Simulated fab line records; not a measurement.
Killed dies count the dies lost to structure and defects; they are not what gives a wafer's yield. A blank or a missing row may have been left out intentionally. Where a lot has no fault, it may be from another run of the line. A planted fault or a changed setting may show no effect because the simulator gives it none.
Chamber matching | flow sky130 | cmp-02 running SKY_VIA2_CMP_02: 4 sister chambers
The step polishes SiO2. 7 wafers are shown with their chamber, then 7 later ones without.

WAFERS WITH THEIR CHAMBER
wafer  | chamber | motorCurrentA (A) | retainingRingPressureFrac
L788.6 | 1       | 12.2              | 1.001
L789.1 | 3       | 15.2              | 0.994
L792.2 | 0       | 10.9              | 0.998
L792.3 | 2       | 13.4              | 0.999
L792.5 | 0       | 11.0              | 0.998
L794.1 | 2       | 13.3              | 1.004
L794.2 | 3       | 15.3              | 0.999

WAFERS WHOSE CHAMBER IS MISSING
wafer  | motorCurrentA (A) | retainingRingPressureFrac
L794.5 | 14.7              | 0.994
L798.2 | 15.7              | 1.009
L798.3 | 11.0              | 1.000
L798.5 | 10.3              | 1.007
L799.1 | 13.6              | 0.999
L799.2 | 14.4              | 0.999
L799.3 | 10.7              | 0.999

EACH ONE'S CHAMBER
wafer  | from the rows above | in truth
L794.5 | 3                   | 3
L798.2 | 3                   | 3
L798.3 | 0                   | 0
L798.5 | 0                   | 0
L799.1 | 2                   | 2
L799.2 | 3                   | 3
L799.3 | 0                   | 0
Correctly placed: 7 of 7. From these rows, 0 cannot be placed. Wrongly placed: 0.
How it was worked out, from the rows above alone: a wafer's distance from a chamber is the root of the sum, over the readings, of the square of ((its reading less the chamber's mean) divided by the reading's scatter). The wafer belongs to the nearest chamber; if the next one is less than 2 further off, it can't be placed. The mean given for a chamber averages the wafers shown for that chamber. The scatter is the square root of a quotient: the sum, over the shown wafers, of each reading's squared deviation from its chamber's mean, divided by wafers minus chambers.
